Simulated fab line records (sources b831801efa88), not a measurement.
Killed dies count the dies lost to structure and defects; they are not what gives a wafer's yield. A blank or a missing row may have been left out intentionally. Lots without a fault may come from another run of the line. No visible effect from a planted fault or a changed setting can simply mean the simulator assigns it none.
A lot that was struck, set against a sound lot | flow sky130 | 15 steps out of a route of 708
Sound: these wafers, L961.1, L961.2, L961.3. Struck: wafer L962.2 (L962.3, L962.4, from the same lot, were not struck and are left out); the cause is given at the end.
Per side, at each step with rows, come the tool, then ch with its chambers, and then its first start. Under that, the readings that differ: sound wafers | struck wafers | difference of the means | sigmas: that difference in standard deviations of wafers without a fault.
alike: readings with means less than 2 such deviations apart, plus words and numbers identical on both sides. not compared: withheld readings, readings lacking a value on some wafer, bounds such as >300 that could conceal the same value, and numbers that have no deviation in the record and whose values overlap.
The two part at a step that has a row with sigmas, a row that says differs or no value, or rows on one side only. Non-overlapping numbers with no deviation appear without sigmas and do not part them. Lack of a reading on every wafer of one side parts them only where that side has two or more wafers.

SKY_METAL4_METAL_ETCH_18: etches the open film in Cl2/BCl3, stops on SiO2, target depth 845 nm, time 183.1 s.
  sound on rieMetal-03 ch 0,1, day 44 14:41; struck on rieMetal-03 ch 0, day 45 00:52
  alike: drypumpMotorCurrentA, oesProductAu, throttleValvePct
  not compared: rfHoursCounterH
SKY_METAL4_STRIP_19: strips in O2/N2.
  sound on plasmaAsher-04 ch 0,1, day 44 14:52; struck on plasmaAsher-02 ch 1, day 45 01:03
  alike: drypumpMotorCurrentA, oesProductAu, stripTimeToEndpointS
  not compared: rfHoursCounterH
then, 4 steps without rows for these wafers: SKY_METAL4_STRIP_20 (strips in post etch residue remover, time 1200 s); SKY_METAL4_CLEAN_21 (cleans in IPA, time 180 s); SKY_METAL4_CLEAN_22 (cleans in O3/DIW); SKY_VIA4_HDPCVD_00 (deposits SiO2, target thk 1750 nm, time 291.7 s).
SKY_VIA4_THK_MEAS_01:
  struck on filmMetro-03, day 45 01:50; sound on filmMetro-01, day 44 15:38
reading              | sound          | struck | difference | sigmas
VIA4_HDPCVD_THK (nm) | 1759 1711 1751 | 1690   | -50        | -2
SKY_VIA4_CMP_02: polishes SiO2.
  sound on cmp-02 ch 0,2,3, day 44 16:13; struck on cmp-01 ch 0, day 45 02:14
  alike: motorCurrentA, retainingRingPressureFrac
SKY_VIA4_BOW_MEAS_03:
  struck on filmMetro-01, day 45 02:33; sound on filmMetro-02, day 44 16:31
  alike: VIA4_BOW
then, 3 steps without rows for these wafers: SKY_VIA4_DEHYDRATE_04 (time 60 s); SKY_VIA4_HMDS_05 (prime time 60 s); SKY_VIA4_COAT_06 (resist thk 1140 nm).
SKY_VIA4_SOFTBAKE_07: time 60 s.
  sound on lithoTrack-02 ch 0, day 45 02:55; struck on lithoTrack-02 ch 0, day 45 13:38
reading        | sound             | struck | difference | sigmas
runLengthS (s) | 88.88 88.77 89.06 | 97.56  | +8.66      | +58
then, 1 step without rows for these wafers: SKY_VIA4_EXPOSE_08 (exposes mask VIM4, target cd 800 nm).
-- the record jumps here: 3 days lie between the struck wafers' starts before and after (it left off in module VIA4 and takes up again in module PAD_OPEN, whose first step shown is number 708 of the route) --
SKY_PAD_OPEN_PROBE_99:
  struck on prober-01, day 48 17:54; sound on prober-01, day 48 07:53
reading         | sound  | struck | difference | sigmas
killed_at_M4_up | 8 1 10 | 2      | -4         | -2
  alike: defectLimitedYield, killed_at_M0_to_M3, killedAtContacts, killedAtFrontEnd, killedAtOther, killedDies, killedOpen, killedShort, sort_bin_3_pad_short, sort_bin_5_function, sort_bin_6_memory, sortNPass, sortYieldPct

## WHERE THEY PART
First at SKY_VIA4_THK_MEAS_01; last, within this record, at SKY_PAD_OPEN_PROBE_99.

WHY: what the simulator had put in
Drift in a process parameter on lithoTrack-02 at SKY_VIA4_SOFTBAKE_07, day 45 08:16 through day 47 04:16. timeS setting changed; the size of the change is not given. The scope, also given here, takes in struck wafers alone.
